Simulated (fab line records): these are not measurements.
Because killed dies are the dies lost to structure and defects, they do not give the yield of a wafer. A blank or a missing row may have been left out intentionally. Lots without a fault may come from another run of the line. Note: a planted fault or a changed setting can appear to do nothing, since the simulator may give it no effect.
fab line records | flow sky130
record lots=5 | wafers=15 | lastDay=48
route steps=708 shown SONOS_ONO@176 GATE_OXIDE@187 POLY_GATE@204 PAD_OPEN@708
lots that met no fault: taken from a fault-free run of the same line
startH: the number of hours between the record's first day and the start of the first shown wafer of the lot | waitH: time in hours since the lot's previous step | " same as the row above | L1.1+2: a single row standing in for several wafers | - no value, or no start was given | * or withheld: withheld | < > ~ a bound
route shown NAME@n: names a module that has steps shown in the file, with the first one's number in the route | usual: mean/standard deviation of fault-free wafers | same: alike in all rows | chamber/n: place in a boat | sites: per-site readings | _std_site: standard deviation across them | _edge_site: inner sites' mean taken away from outer sites' mean | radiusMm: for every site, how far away it sits from the centre of the wafer | mask NAME#n: copy n | behind: the tool/chamber that last shaped the wafer | hold: what put the lot on hold/how long, in hours/how the hold closed | device: which transistor (n, p or np) failed to switch | end of line: at the end of the route, the tests of the same wafers | where a step has no rows: the recipe by itself | killed: at the first sort, the dies lost to defects and structure; wafer yield is something else | map: a wafer's dies, x killed, . not, _ none there
set.NAME: setting as actually run; set.NAME@STEP: the setting as run at that earlier step | model.NAME: the simulator's own value behind a step, which no gauge read
certain route steps with their lots: each step a table, each wafer a row
services: the hour from which a tool's chamber was out of use, counted from the record's first day as startH (under 0 if before that day), plus the number of hours and why
## steps
# step SKY_SONOS_ONO_COAT_08
# recipe resist=NOVOLAK | spinRpm=3000 | resistThkNm=1140
# step SKY_SONOS_ONO_SOFTBAKE_09
# recipe tempC=90 | timeS=60 | resist=NOVOLAK
# step SKY_SONOS_ONO_EXPOSE_10
# recipe maskId=ONOM | targetCdNm=410 | na=0.6 | sourceShape=conventional | sigmaOuter=0.6 | doseMj=150
# step SKY_SONOS_ONO_PEB_11
# recipe tempC=withheld | timeS=* | resist=NOVOLAK
# step SKY_SONOS_ONO_DEVELOP_12
# recipe developTimeS=60 | devTempC=23
# step SKY_SONOS_ONO_ETCH_15
# recipe targetDepthNm=19.52 | chemistry=CHF3/O2 | sourceW=609.2 | biasW=200 | pressureMtorr=40 | chf3FlowSccm=50 | O2_flow_sccm=5 | timeS=7.8
# step SKY_SONOS_ONO_WET_ETCH_16
# recipe chemistry=dHF | targetDepthNm=14 | dry=n2Spin | target=SiO2 | dilution=100:1 | tempC=25 | timeS=280
# step SKY_SONOS_ONO_STRIP_17
# recipe chemistry=O2/N2 | powerW=1400 | pressureMtorr=1500 | platenTempC=withheld | o2FlowSccm=3000 | n2FlowSccm=300 | overashFraction=0.5
# step SKY_SONOS_ONO_WET_ETCH_18
# recipe chemistry=H3PO4 | targetDepthNm=15 | target=Si3N4 | tempC=160 | timeS=172
# step SKY_GATE_OXIDE_CLEAN_00
# recipe chemistry=SC1/SC2 | mix=1:4:20 | tempC=70 | timeS=150 | dry=n2Spin
# step SKY_GATE_OXIDE_OXIDATION_01
# recipe tempC=900 | ambient=O2 | stabiliseS=600 | purgeS=300 | targetThkA=102.68 | oxTimeS=1473
# usual spikeTcBottomC=918.9/1.7 | spikeTcCentreC=900.2/1 | spikeTcLowerC=900.8/0.94 | spikeTcTopC=910.6/1.6 | spikeTcUpperC=899.3/1 | zonePowerUpperPct=18.9/0.36
lot.wafer | tool       | chamber | startH | waitH | spikeTcBottomC | spikeTcCentreC | spikeTcLowerC | spikeTcTopC | spikeTcUpperC | zonePowerUpperPct | model.SiO2_of_GATE_OXIDE_OXIDATION_01.thkNm
L383.2    | furnace-02 | 0       | 288.45 | 0.5   | 918.5          | 902.8          | 899.2         | 908.5       | 898.1         | 18.7              | 10.06
L383.4    | "          | 0       | "      | "     | 916.9          | 900.9          | 902.0         | 908.3       | 900.0         | 18.5              | 10.16
L383.5    | "          | 0       | "      | "     | 917.3          | 901.0          | 901.4         | 909.9       | 899.1         | 18.7              | 10.27
L387.1    | furnace-02 | 0       | 332.68 | 2.2   | 905.7          | 888.8          | 887.6         | 898.6       | 888.0         | 17.6              | 9.027
L387.3    | "          | 0       | "      | "     | 906.4          | 889.6          | 887.4         | 897.3       | 886.5         | 18.2              | 9.017
L387.6    | "          | 0       | "      | "     | 907.2          | 886.6          | 888.7         | 895.6       | 886.4         | 18.0              | 8.942
L388.2    | furnace-02 | 0       | 345.56 | 1.9   | 905.1          | 889.8          | 889.6         | 897.3       | 888.3         | 18.4              | 9.224
L388.4    | "          | 0       | "      | "     | 906.7          | 888.5          | 888.9         | 897.8       | 887.0         | 17.8              | 9.24
L388.5    | "          | 0       | "      | "     | 905.5          | 890.1          | 889.8         | 898.6       | 887.9         | 18.0              | 9.277
L389.2    | furnace-02 | 0       | 349.98 | 1.3   | 905.9          | 888.7          | 887.8         | 899.3       | 887.0         | 18.0              | 9.309
L389.3    | "          | 0       | "      | "     | 904.7          | 890.4          | 889.9         | 897.4       | 885.5         | 18.2              | 9.295
L389.6    | "          | 0       | "      | "     | 906.3          | 888.3          | 889.3         | 897.7       | 887.9         | 18.2              | 9.291
L395.1    | furnace-01 | 0       | 394.30 | 0.8   | 918.8          | 900.4          | 899.5         | 913.3       | 899.9         | 19.2              | 10.2
L395.2    | "          | 0       | "      | "     | 919.7          | 898.5          | 900.0         | 911.7       | 899.7         | 18.9              | 10.24
L395.5    | "          | 0       | "      | "     | 920.6          | 900.2          | 901.1         | 910.9       | 901.1         | 19.1              | 10.35
# step SKY_GATE_OXIDE_THK_MEAS_02
# recipe reads=SiO2_of_GATE_OXIDE_OXIDATION_01
# usual GATE_OXIDE_OXIDATION_00_THK=10.29/0.21
lot.wafer | tool         | chamber | startH | waitH | hold                    | GATE_OXIDE_OXIDATION_00_THK[nm]
L383.2    | filmMetro-03 | -       | 289.87 | 0.0   | -                       | 10.09
L383.4    | "            | -       | "      | "     | -                       | 10.15
L383.5    | "            | -       | "      | "     | -                       | 10.28
L387.1    | filmMetro-02 | -       | 334.09 | 0.0   | awaitDispo/0.2h/release | 8.98
L387.3    | "            | -       | "      | "     | awaitDispo/0.2h/release | 9.06
L387.6    | "            | -       | "      | "     | awaitDispo/0.2h/release | 8.97
L387.1    | filmMetro-02 | -       | 334.31 | 0.2   | -                       | 9.00
L387.3    | "            | -       | "      | "     | -                       | 9.06
L387.6    | "            | -       | "      | "     | -                       | 8.95
L388.2    | filmMetro-03 | -       | 346.98 | 0.0   | awaitDispo/0.2h/release | 9.17
L388.4    | "            | -       | "      | "     | awaitDispo/0.2h/release | 9.21
L388.5    | "            | -       | "      | "     | awaitDispo/0.2h/release | 9.27
L388.2    | filmMetro-03 | -       | 347.20 | 0.2   | -                       | 9.19
L388.4    | "            | -       | "      | "     | -                       | 9.20
L388.5    | "            | -       | "      | "     | -                       | 9.32
L389.2    | filmMetro-04 | -       | 351.40 | 0.0   | awaitDispo/0.2h/release | 9.33
L389.3    | "            | -       | "      | "     | awaitDispo/0.2h/release | 9.30
L389.6    | "            | -       | "      | "     | awaitDispo/0.2h/release | 9.28
L389.2    | filmMetro-04 | -       | 351.63 | 0.2   | -                       | 9.25
L389.3    | "            | -       | "      | "     | -                       | 9.27
L389.6    | "            | -       | "      | "     | -                       | 9.27
L395.1    | filmMetro-02 | -       | 395.71 | 0.0   | -                       | 10.24
L395.2    | "            | -       | "      | "     | -                       | 10.27
L395.5    | "            | -       | "      | "     | -                       | 10.38
# step SKY_GATE_OXIDE_HMDS_04
# recipe primeTimeS=60 | primeTempC=120
# step SKY_GATE_OXIDE_COAT_05
# recipe resist=NOVOLAK | spinRpm=3000 | resistThkNm=1140
# step SKY_GATE_OXIDE_SOFTBAKE_06
# recipe tempC=90 | timeS=60 | resist=NOVOLAK
# step SKY_GATE_OXIDE_EXPOSE_07
# recipe maskId=LVOM | na=0.6 | sourceShape=conventional | sigmaOuter=0.6 | polarization=unpolarized | targetCdNm=600 | doseMj=170
# step SKY_GATE_OXIDE_PEB_08
# recipe tempC=withheld | timeS=* | resist=NOVOLAK
# step SKY_GATE_OXIDE_DEVELOP_09
# recipe resist=NOVOLAK | developer=TMAH | developTimeS=60 | devTempC=23
# step SKY_GATE_OXIDE_IMPLANT_11
# recipe species=B | energyKev=10 | doseCm2=2.6e+12 | tiltDeg=withheld
# step SKY_GATE_OXIDE_WET_ETCH_12
# recipe chemistry=dHF | targetDepthNm=16.8 | dry=n2Spin | target=SiO2 | dilution=100:1 | tempC=25 | timeS=329.8
# step SKY_GATE_OXIDE_STRIP_13
# recipe chemistry=O2/N2 | powerW=1400 | pressureMtorr=1500 | platenTempC=withheld | o2FlowSccm=3000 | n2FlowSccm=300 | overashFraction=0.5
# step SKY_GATE_OXIDE_TW_MEAS_14
# usual GATE_OXIDE_TW=226.1/1.3
lot.wafer | tool         | chamber | startH | waitH | hold                    | GATE_OXIDE_TW
L383.2    | filmMetro-02 | -       | 315.80 | 0.1   | -                       | 227.1
L383.4    | "            | -       | "      | "     | -                       | 227.0
L383.5    | "            | -       | "      | "     | -                       | 227.4
L387.1    | filmMetro-03 | -       | 361.88 | 0.1   | awaitDispo/0.2h/release | 228.3
L387.3    | "            | -       | "      | "     | awaitDispo/0.2h/release | 226.8
L387.6    | "            | -       | "      | "     | awaitDispo/0.2h/release | 227.2
L387.1    | filmMetro-03 | -       | 362.19 | 0.3   | -                       | 226.6
L387.3    | "            | -       | "      | "     | -                       | 227.1
L387.6    | "            | -       | "      | "     | -                       | 226.9
L388.2    | filmMetro-02 | -       | 374.96 | 0.1   | awaitDispo/0.2h/release | 227.5
L388.4    | "            | -       | "      | "     | awaitDispo/0.2h/release | 227.0
L388.5    | "            | -       | "      | "     | awaitDispo/0.2h/release | 227.3
L388.2    | filmMetro-02 | -       | 375.18 | 0.2   | -                       | 227.3
L388.4    | "            | -       | "      | "     | -                       | 226.9
L388.5    | "            | -       | "      | "     | -                       | 227.7
L389.2    | filmMetro-04 | -       | 379.11 | 0.1   | awaitDispo/0.2h/release | 225.2
L389.3    | "            | -       | "      | "     | awaitDispo/0.2h/release | 225.8
L389.6    | "            | -       | "      | "     | awaitDispo/0.2h/release | 225.6
L389.2    | filmMetro-04 | -       | 379.34 | 0.2   | -                       | 224.7
L389.3    | "            | -       | "      | "     | -                       | 224.9
L389.6    | "            | -       | "      | "     | -                       | 226.2
L395.1    | filmMetro-04 | -       | 425.55 | 0.1   | -                       | 225.1
L395.2    | "            | -       | "      | "     | -                       | 223.6
L395.5    | "            | -       | "      | "     | -                       | 224.2
# step SKY_GATE_OXIDE_OXIDATION_16
# recipe tempC=800 | ambient=O2 | idleTempC=700 | rampUpCPerMin=10 | rampDownCPerMin=3 | stabiliseS=600 | purgeS=300 | targetThkA=35.7 | oxTimeS=1915
# usual rampUpCPerMin=10.000/0.0019 | spikeTcBottomC=819.6/1.4 | spikeTcCentreC=800.6/1.1 | spikeTcLowerC=800.5/1 | spikeTcTopC=811.9/1.6 | spikeTcUpperC=799.2/1.1 | zonePowerUpperPct=14.68/0.26
lot.wafer | tool       | chamber | startH | waitH | rampUpCPerMin | spikeTcBottomC | spikeTcCentreC | spikeTcLowerC | spikeTcTopC | spikeTcUpperC | zonePowerUpperPct | model.SiO2_of_GATE_OXIDE_OXIDATION_01.thkNm
L383.2    | furnace-02 | 0       | 320.12 | 4.2   | 10.004        | 818.0          | 801.6          | 801.7         | 813.1       | 798.8         | 14.61             | 11.45
L383.4    | "          | 0       | "      | "     | 10.001        | 818.6          | 800.5          | 800.7         | 809.2       | 798.5         | 14.72             | 11.55
L383.5    | "          | 0       | "      | "     | 10.002        | 819.1          | 799.2          | 800.1         | 809.3       | 797.6         | 14.64             | 11.62
L387.1    | furnace-02 | 0       | 363.29 | 0.0   | 10.002        | 819.0          | 801.0          | 801.2         | 812.5       | 800.3         | 14.34             | 10.53
L387.3    | "          | 0       | "      | "     | 9.9994        | 818.0          | 801.6          | 801.5         | 810.2       | 800.1         | 14.46             | 10.54
L387.6    | "          | 0       | "      | "     | 10.001        | 820.0          | 800.8          | 799.2         | 811.2       | 798.0         | 14.53             | 10.48
L388.2    | furnace-02 | 0       | 378.10 | 0.4   | 9.9990        | 819.5          | 799.6          | 799.9         | 811.0       | 797.8         | 14.41             | 10.69
L388.4    | "          | 0       | "      | "     | 9.9986        | 817.8          | 800.2          | 798.9         | 810.2       | 799.8         | 14.36             | 10.71
L388.5    | "          | 0       | "      | "     | 9.9977        | 817.3          | 801.5          | 799.7         | 812.1       | 798.2         | 14.71             | 10.8
L389.2    | furnace-02 | 0       | 381.95 | 0.7   | 10.001        | 819.9          | 800.8          | 800.6         | 811.1       | 799.5         | 14.49             | 10.76
L389.3    | "          | 0       | "      | "     | 9.9993        | 818.8          | 801.1          | 799.9         | 812.3       | 799.7         | 14.50             | 10.75
L389.6    | "          | 0       | "      | "     | 9.9991        | 817.8          | 800.6          | 801.1         | 811.0       | 798.6         | 14.38             | 10.74
L395.1    | furnace-02 | 0       | 425.99 | 0.3   | 9.9978        | 818.7          | 800.4          | 799.3         | 810.4       | 799.2         | 14.44             | 11.58
L395.2    | "          | 0       | "      | "     | 10.003        | 819.0          | 801.6          | 799.0         | 812.4       | 798.6         | 14.44             | 11.62
L395.5    | "          | 0       | "      | "     | 10.005        | 819.6          | 800.5          | 800.6         | 809.9       | 798.2         | 14.37             | 11.73
# step SKY_POLY_GATE_CVD_00
# recipe material=poly-Si | targetThkNm=180 | tempC=620 | timeS=720 | pressureMtorr=200
# step SKY_PAD_OPEN_PROBE_99
# usual killed_at_M0_to_M3=44/7.2 | killed_at_M4_up=3.1/1.8 | killedAtContacts=25/5.2 | killedAtFrontEnd=15/3.9 | killedAtOther=0.2/0.5 | killedDies=86/9.5 | killedOpen=47/7.3 | killedShort=40/6
# same grossDies=492 | killedAtBackSide=0
lot.wafer | tool      | chamber | startH  | waitH | killed_at_M0_to_M3 | killed_at_M4_up | killedAtContacts | killedAtFrontEnd | killedAtOther | killedDies | killedOpen | killedShort | model.etest.nfet_16v.rOnOhmUm | model.etest.pfetG5v0d10v5.rOnOhmUm | model.etest.tipSonos.rsOhmSq | model.etest.nfetG5v0d10v5.rOnOhmUm | model.etest.nfetG5v0d10v5.driveUaUm | model.etest.nfet_05v0_nvt.driveUaUm | model.etest.pfetG5v0d10v5.driveUaUm | model.etest.nfet_16v.driveUaUm
L383.2    | prober-02 | -       | 1078.63 | 0.1   | 52                 | 4               | 23               | 22               | 0             | 101        | 53         | 48          | 1.368e+04                     | 4769                               | 2631                         | 1865                               | 616.1                               | 585.9                               | 337                                 | 228.9
L383.4    | prober-02 | -       | 1078.73 | 0.2   | 55                 | 5               | 23               | 15               | 1             | 99         | 51         | 48          | 1.386e+04                     | 4850                               | 2677                         | 1881                               | 603.8                               | 579.5                               | 334.2                               | 225.2
L383.5    | prober-02 | -       | 1078.78 | 0.2   | 37                 | 5               | 21               | 10               | 0             | 73         | 33         | 40          | 1.385e+04                     | 4768                               | 2675                         | 1867                               | 602.4                               | 578.1                               | 339.3                               | 225.7
L387.1    | prober-02 | -       | 1118.77 | 0.1   | 41                 | 2               | 15               | 16               | 1             | 75         | 42         | 33          | 1.347e+04                     | 4542                               | 2404                         | 1792                               | 664.9                               | 623.7                               | 365.7                               | 246.2
L387.3    | prober-02 | -       | 1118.87 | 0.2   | 39                 | 5               | 19               | 17               | 0             | 80         | 40         | 40          | 1.342e+04                     | 4516                               | 2386                         | 1791                               | 663                                 | 623.9                               | 365.8                               | 248
L387.6    | prober-02 | -       | 1119.02 | 0.2   | 39                 | 1               | 21               | 13               | 0             | 74         | 44         | 30          | 1.333e+04                     | 4514                               | 2390                         | 1775                               | 675                                 | 636.2                               | 370.4                               | 249.1
L388.2    | prober-02 | -       | 1120.18 | 0.1   | 40                 | 5               | 27               | 8                | 2             | 82         | 45         | 37          | 1.359e+04                     | 4558                               | 2486                         | 1789                               | 658.7                               | 617.8                               | 361.4                               | 240.7
L388.4    | prober-02 | -       | 1120.28 | 0.2   | 41                 | 5               | 34               | 8                | 3             | 91         | 52         | 39          | 1.356e+04                     | 4619                               | 2497                         | 1825                               | 653.8                               | 610.5                               | 358                                 | 239.3
L388.5    | prober-02 | -       | 1120.33 | 0.2   | 50                 | 4               | 33               | 12               | 0             | 99         | 58         | 41          | 1.368e+04                     | 4663                               | 2507                         | 1818                               | 641.1                               | 609.4                               | 355.2                               | 236
L389.2    | prober-01 | -       | 1126.04 | 0.1   | 49                 | 3               | 27               | 12               | 0             | 91         | 52         | 39          | 1.348e+04                     | 4621                               | 2446                         | 1819                               | 649.4                               | 611.9                               | 360.4                               | 242.4
L389.3    | prober-01 | -       | 1126.09 | 0.2   | 39                 | 2               | 25               | 10               | 0             | 76         | 36         | 40          | 1.35e+04                      | 4488                               | 2454                         | 1787                               | 653                                 | 622                                 | 361.7                               | 240.2
L389.6    | prober-01 | -       | 1126.24 | 0.2   | 36                 | 5               | 29               | 14               | 1             | 85         | 45         | 40          | 1.336e+04                     | 4572                               | 2463                         | 1808                               | 657.8                               | 617.3                               | 357.9                               | 241
L395.1    | prober-01 | -       | 1157.89 | 0.1   | 58                 | 1               | 32               | 12               | 1             | 104        | 63         | 41          | 1.438e+04                     | 4665                               | 2701                         | 1857                               | 604.3                               | 576.8                               | 349.6                               | 221.8
L395.2    | prober-01 | -       | 1157.94 | 0.1   | 43                 | 4               | 31               | 19               | 0             | 97         | 53         | 44          | 1.432e+04                     | 4606                               | 2666                         | 1873                               | 604.3                               | 573.9                               | 358.9                               | 221
L395.5    | prober-01 | -       | 1158.09 | 0.2   | 52                 | 1               | 27               | 18               | 0             | 98         | 59         | 39          | 1.431e+04                     | 4614                               | 2723                         | 1893                               | 600.1                               | 572.4                               | 350.1                               | 218.9
# killed by level:class
L383.2 VIA1:geometricParticle:open=11 METAL2:geometricParticle:short=9 LI_CONTACT:geometricParticle:open=8 VIA3:geometricParticle:open=8 FIELD_ISO:geometricParticle:open=7 VIA1:geometricParticle:short=6 VIA2:geometricParticle:open=6 CONTACT:geometricParticle:short=5
L383.4 VIA1:geometricParticle:open=16 VIA2:geometricParticle:open=8 METAL2:geometricParticle:short=8 CONTACT:geometricParticle:open=7 VIA3:geometricParticle:open=6 VIA1:geometricParticle:short=6 FIELD_ISO:geometricParticle:short=5 METAL4:geometricParticle:short=5
L383.5 VIA3:geometricParticle:open=8 CONTACT:geometricParticle:short=8 VIA1:geometricParticle:open=6 METAL2:geometricParticle:short=6 LI_CONTACT:geometricParticle:open=5 POLY_GATE:geometricParticle:short=4 CONTACT:geometricParticle:open=4 METAL1:geometricParticle:short=4
L387.1 FIELD_ISO:geometricParticle:open=7 LI_CONTACT:geometricParticle:open=6 VIA1:geometricParticle:short=6 VIA1:geometricParticle:open=6 VIA2:geometricParticle:open=6 CONTACT:geometricParticle:open=5 METAL2:geometricParticle:short=5 VIA3:geometricParticle:open=5
L387.3 VIA1:geometricParticle:open=11 CONTACT:geometricParticle:open=8 VIA2:geometricParticle:open=8 FIELD_ISO:geometricParticle:short=5 LI_CONTACT:geometricParticle:open=5 VIA1:geometricParticle:short=5 METAL3:geometricParticle:short=4 METAL1:geometricParticle:short=4
L387.6 VIA3:geometricParticle:open=8 VIA1:geometricParticle:open=7 LI_CONTACT:geometricParticle:open=6 LOCAL_INTERCONNECT:geometricParticle:short=6 CONTACT:geometricParticle:short=5 METAL1:geometricParticle:short=5 FIELD_ISO:geometricParticle:open=4 CONTACT:geometricParticle:open=4
L388.2 VIA1:geometricParticle:open=12 CONTACT:geometricParticle:open=9 LI_CONTACT:geometricParticle:open=8 VIA3:geometricParticle:open=7 METAL2:geometricParticle:short=6 VIA3:geometricParticle:short=5 CONTACT:geometricParticle:short=4 LOCAL_INTERCONNECT:geometricParticle:short=4
L388.4 CONTACT:geometricParticle:open=12 VIA1:geometricParticle:open=10 LI_CONTACT:geometricParticle:open=8 VIA2:geometricParticle:open=7 CONTACT:geometricParticle:short=5 LI_CONTACT:geometricParticle:short=4 LOCAL_INTERCONNECT:geometricParticle:short=4 METAL1:geometricParticle:open=4
L388.5 VIA1:geometricParticle:open=14 CONTACT:geometricParticle:open=11 LI_CONTACT:geometricParticle:open=10 VIA1:geometricParticle:short=9 VIA2:geometricParticle:open=7 POLY_GATE:geometricParticle:open=5 VIA3:geometricParticle:open=5 VIA2:geometricParticle:short=4
L389.2 VIA1:geometricParticle:open=12 VIA2:geometricParticle:open=8 FIELD_ISO:geometricParticle:short=7 METAL1:geometricParticle:short=7 CONTACT:geometricParticle:open=7 LI_CONTACT:geometricParticle:open=6 CONTACT:geometricParticle:short=6 VIA3:geometricParticle:open=6
L389.3 CONTACT:geometricParticle:open=10 LOCAL_INTERCONNECT:geometricParticle:short=6 VIA1:geometricParticle:open=6 METAL2:geometricParticle:short=6 CONTACT:geometricParticle:short=5 METAL1:geometricParticle:open=5 VIA2:geometricParticle:open=4 METAL3:geometricParticle:short=4
L389.6 VIA1:geometricParticle:open=10 CONTACT:geometricParticle:open=9 FIELD_ISO:geometricParticle:short=8 CONTACT:geometricParticle:short=8 LI_CONTACT:geometricParticle:open=7 VIA3:geometricParticle:open=6 METAL3:geometricParticle:short=5 VIA2:geometricParticle:open=4
L395.1 VIA1:geometricParticle:open=18 LI_CONTACT:geometricParticle:open=10 VIA3:geometricParticle:open=10 CONTACT:geometricParticle:open=9 CONTACT:geometricParticle:short=7 VIA2:geometricParticle:short=7 LOCAL_INTERCONNECT:geometricParticle:short=5 VIA1:geometricParticle:short=5
L395.2 VIA1:geometricParticle:open=11 CONTACT:geometricParticle:open=10 LI_CONTACT:geometricParticle:open=9 VIA2:geometricParticle:open=8 METAL1:geometricParticle:short=7 FIELD_ISO:geometricParticle:open=6 LOCAL_INTERCONNECT:geometricParticle:short=5 VIA1:geometricParticle:short=5
L395.5 VIA1:geometricParticle:open=19 CONTACT:geometricParticle:open=8 CONTACT:geometricParticle:short=6 LI_CONTACT:geometricParticle:open=6 VIA3:geometricParticle:open=6 METAL1:geometricParticle:short=6 VIA1:geometricParticle:short=6 FIELD_ISO:geometricParticle:open=5
## services
tool       | chamber | startH | hours | kind
furnace-02 | -       | 274.54 | 4.2   | pm
furnace-02 | -       | 307.06 | 6.0   | pm
furnace-01 | -       | 313.36 | 8.5   | pm
furnace-01 | -       | 324.63 | 3.6   | pm
furnace-01 | -       | 375.10 | 3.0   | pm
furnace-02 | -       | 396.67 | 3.9   | pm
## key
firstSign step=SKY_GATE_OXIDE_OXIDATION_01 | reading=spikeTcLowerC | direction=down | sigmas=13 | usual=900.8 | struck=888.8
effect step=SKY_GATE_OXIDE_OXIDATION_01 | reading=spikeTcUpperC | direction=down | sigmas=12 | usual=899.3 | struck=887.2
effect step=SKY_GATE_OXIDE_THK_MEAS_02 | reading=visit | direction=added
effect step=SKY_GATE_OXIDE_THK_MEAS_02 | reading=GATE_OXIDE_OXIDATION_00_THK | direction=down | sigmas=5.2 | usual=10.29 | struck=9.17
effect step=SKY_GATE_OXIDE_TW_MEAS_14 | reading=visit | direction=added
modelEffect step=SKY_GATE_OXIDE_OXIDATION_01 | value=SiO2_of_GATE_OXIDE_OXIDATION_01.thkNm | without=10.42 | struck=9.18
modelEffect step=SKY_GATE_OXIDE_OXIDATION_16 | value=SiO2_of_GATE_OXIDE_OXIDATION_01.thkNm | without=11.81 | struck=10.67
modelEffect step=SKY_PAD_OPEN_PROBE_99 | value=etest.nfet_16v.rOnOhmUm | without=1.415e+04 | struck=1.349e+04
metAt SKY_GATE_OXIDE_OXIDATION_01
struckWafers L387.1,L387.3,L387.6,L388.2,L388.4,L388.5,L389.2,L389.3,L389.6
testerLeftOut L387,L388,L389
onsetBetween 288.45 332.68
fault kind=processParameterDrift | tool=furnace-02 | chamber=- | onsetH=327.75 | steps=SKY_GATE_OXIDE_OXIDATION_01 | channel=tempC | offset=* | shape=step | endH=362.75 | actsIn=* | stated=*
# testerLeftOut: of these lots the tester's yield and bins aren't shown, on N5 and GAA mostly nor the transistor test; their killed dies are dies lost to structure and defects alone, not to doping, threshold or leakage, so they don't give the yield
